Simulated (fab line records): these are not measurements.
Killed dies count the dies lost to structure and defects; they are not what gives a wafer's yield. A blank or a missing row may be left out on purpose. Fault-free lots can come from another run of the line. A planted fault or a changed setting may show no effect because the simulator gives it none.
A sampling plan put to the test || flow gf180mcu || one line in one fab, 16 faults in these records, each fault weighed on the records of the lots it struck
What counts as the plan is the set of the line's own looks, namely the steps on the route at which a gauge or an inspection reads a wafer and does not change it. A look can be judged if struck wafers have a number there and the file gives its usual mean and standard deviation on fault-free wafers. Caught: 4 or more of those standard deviations (sigma) separate the usual mean from the mean of the struck wafers at a look after the fault's first step. On the tool: the identical test, applied to the tool's own readings at the steps of the fault. A different recipe on the struck wafers counts as caught too, as does a record blank only for those wafers.

## THE FAULTS, as the simulator had put them in
1. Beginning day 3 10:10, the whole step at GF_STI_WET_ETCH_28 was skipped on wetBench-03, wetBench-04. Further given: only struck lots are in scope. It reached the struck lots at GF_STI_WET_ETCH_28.
2. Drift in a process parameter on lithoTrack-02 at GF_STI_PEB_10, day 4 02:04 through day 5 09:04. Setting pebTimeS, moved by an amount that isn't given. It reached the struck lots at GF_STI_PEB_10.
3. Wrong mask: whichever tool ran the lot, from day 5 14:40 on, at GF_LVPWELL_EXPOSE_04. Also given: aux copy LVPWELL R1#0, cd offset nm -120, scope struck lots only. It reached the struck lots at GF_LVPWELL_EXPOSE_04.
4. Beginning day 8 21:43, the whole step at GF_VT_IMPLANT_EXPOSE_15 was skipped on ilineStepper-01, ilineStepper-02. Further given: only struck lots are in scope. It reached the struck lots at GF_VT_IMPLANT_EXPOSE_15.
5. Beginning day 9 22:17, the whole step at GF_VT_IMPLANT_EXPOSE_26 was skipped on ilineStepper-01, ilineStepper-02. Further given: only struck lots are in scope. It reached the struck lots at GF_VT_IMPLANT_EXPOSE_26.
6. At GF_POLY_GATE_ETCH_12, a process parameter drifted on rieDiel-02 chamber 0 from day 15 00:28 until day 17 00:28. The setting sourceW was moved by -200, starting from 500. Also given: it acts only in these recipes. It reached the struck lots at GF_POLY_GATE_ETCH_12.
7. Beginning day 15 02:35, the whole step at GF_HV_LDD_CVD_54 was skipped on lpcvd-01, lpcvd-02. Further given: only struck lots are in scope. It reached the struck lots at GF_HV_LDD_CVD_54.
8. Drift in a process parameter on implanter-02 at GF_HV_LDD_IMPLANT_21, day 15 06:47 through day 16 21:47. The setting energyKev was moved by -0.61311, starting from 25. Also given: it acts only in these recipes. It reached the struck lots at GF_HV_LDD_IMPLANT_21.
9. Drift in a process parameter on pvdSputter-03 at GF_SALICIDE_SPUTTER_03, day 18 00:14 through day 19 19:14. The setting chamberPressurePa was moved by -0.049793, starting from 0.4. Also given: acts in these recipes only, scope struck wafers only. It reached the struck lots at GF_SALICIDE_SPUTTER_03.
10. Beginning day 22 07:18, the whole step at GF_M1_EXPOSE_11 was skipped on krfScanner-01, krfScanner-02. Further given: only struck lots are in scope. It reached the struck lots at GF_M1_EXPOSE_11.
11. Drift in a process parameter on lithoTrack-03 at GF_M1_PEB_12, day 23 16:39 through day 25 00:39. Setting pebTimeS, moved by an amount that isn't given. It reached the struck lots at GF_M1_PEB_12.
12. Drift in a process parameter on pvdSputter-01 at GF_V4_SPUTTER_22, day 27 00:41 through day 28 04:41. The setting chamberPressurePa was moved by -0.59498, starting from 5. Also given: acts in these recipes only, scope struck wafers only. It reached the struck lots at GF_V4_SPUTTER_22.
13. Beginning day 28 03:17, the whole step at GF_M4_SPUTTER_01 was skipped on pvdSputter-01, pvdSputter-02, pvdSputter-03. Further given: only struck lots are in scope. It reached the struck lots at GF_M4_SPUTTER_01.
14. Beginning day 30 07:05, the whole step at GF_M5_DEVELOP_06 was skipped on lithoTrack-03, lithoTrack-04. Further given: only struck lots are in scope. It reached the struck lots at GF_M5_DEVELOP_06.
15. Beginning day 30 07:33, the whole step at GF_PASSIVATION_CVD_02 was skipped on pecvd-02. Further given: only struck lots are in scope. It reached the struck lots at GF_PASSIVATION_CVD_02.
16. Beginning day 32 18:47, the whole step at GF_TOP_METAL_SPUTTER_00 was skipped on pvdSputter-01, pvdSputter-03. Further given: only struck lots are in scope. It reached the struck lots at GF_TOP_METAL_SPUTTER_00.

## WHAT THE PLAN SAW
{"fault": 1, "on the tool itself": "the tool's record is blank for the struck wafers", "first look that catches it": "none of the 2 looks that can be judged after it", "reading, sigma": "-", "median hours from its first step to that look": "-", "hours from the fault's start to the first struck lot there": "-", "judged looks passed uncaught": 2}
{"fault": 2, "on the tool itself": "heaterPowerTotalW +23 sigma", "first look that catches it": "no look after it can be judged", "reading, sigma": "-", "median hours from its first step to that look": "-", "hours from the fault's start to the first struck lot there": "-", "judged looks passed uncaught": 0}
{"fault": 3, "on the tool itself": "under 2 sigma", "first look that catches it": "none of the 2 looks that can be judged after it", "reading, sigma": "-", "median hours from its first step to that look": "-", "hours from the fault's start to the first struck lot there": "-", "judged looks passed uncaught": 2}
{"fault": 4, "on the tool itself": "no reading that can be judged", "first look that catches it": "no look after it can be judged", "reading, sigma": "-", "median hours from its first step to that look": "-", "hours from the fault's start to the first struck lot there": "-", "judged looks passed uncaught": 0}
{"fault": 5, "on the tool itself": "no reading that can be judged", "first look that catches it": "no look after it can be judged", "reading, sigma": "-", "median hours from its first step to that look": "-", "hours from the fault's start to the first struck lot there": "-", "judged looks passed uncaught": 0}
{"fault": 6, "on the tool itself": "rfFwdPowerW -99 or beyond sigma", "first look that catches it": "not the one look that can be judged after it", "reading, sigma": "-", "median hours from its first step to that look": "-", "hours from the fault's start to the first struck lot there": "-", "judged looks passed uncaught": 1}
{"fault": 7, "on the tool itself": "the tool's record is blank for the struck wafers", "first look that catches it": "no look after it can be judged", "reading, sigma": "-", "median hours from its first step to that look": "-", "hours from the fault's start to the first struck lot there": "-", "judged looks passed uncaught": 0}
{"fault": 8, "on the tool itself": "beamEnergyKeV -83 sigma", "first look that catches it": "not the one look that can be judged after it", "reading, sigma": "-", "median hours from its first step to that look": "-", "hours from the fault's start to the first struck lot there": "-", "judged looks passed uncaught": 1}
{"fault": 9, "on the tool itself": "chamberPressurePa -53 sigma", "first look that catches it": "not the one look that can be judged after it", "reading, sigma": "-", "median hours from its first step to that look": "-", "hours from the fault's start to the first struck lot there": "-", "judged looks passed uncaught": 1}
{"fault": 10, "on the tool itself": "no reading that can be judged", "first look that catches it": "no look after it can be judged", "reading, sigma": "-", "median hours from its first step to that look": "-", "hours from the fault's start to the first struck lot there": "-", "judged looks passed uncaught": 0}
{"fault": 11, "on the tool itself": "heaterPowerTotalW +35 sigma", "first look that catches it": "not the one look that can be judged after it", "reading, sigma": "-", "median hours from its first step to that look": "-", "hours from the fault's start to the first struck lot there": "-", "judged looks passed uncaught": 1}
{"fault": 12, "on the tool itself": "chamberPressurePa -50 sigma", "first look that catches it": "no look after it can be judged", "reading, sigma": "-", "median hours from its first step to that look": "-", "hours from the fault's start to the first struck lot there": "-", "judged looks passed uncaught": 0}
{"fault": 13, "on the tool itself": "the tool's record is blank for the struck wafers", "first look that catches it": "no look after it can be judged", "reading, sigma": "-", "median hours from its first step to that look": "-", "hours from the fault's start to the first struck lot there": "-", "judged looks passed uncaught": 0}
{"fault": 14, "on the tool itself": "the tool's record is blank for the struck wafers", "first look that catches it": "no look after it can be judged", "reading, sigma": "-", "median hours from its first step to that look": "-", "hours from the fault's start to the first struck lot there": "-", "judged looks passed uncaught": 0}
{"fault": 15, "on the tool itself": "the tool's record is blank for the struck wafers", "first look that catches it": "no look after it can be judged", "reading, sigma": "-", "median hours from its first step to that look": "-", "hours from the fault's start to the first struck lot there": "-", "judged looks passed uncaught": 0}
{"fault": 16, "on the tool itself": "the tool's record is blank for the struck wafers", "first look that catches it": "not the one look that can be judged after it", "reading, sigma": "-", "median hours from its first step to that look": "-", "hours from the fault's start to the first struck lot there": "-", "judged looks passed uncaught": 1}
A dash: the fault isn't caught, or these records don't give the number.

Caught at a look: 0 of 16. Caught on the tool: 12 of 16. By one or the other: 12 of 16.
Caught on the tool alone: faults 1, 2, 6, 7, 8, 9, 11, 12, 13, 14, 15, 16.
Caught by neither: faults 3, 4, 5, 10.
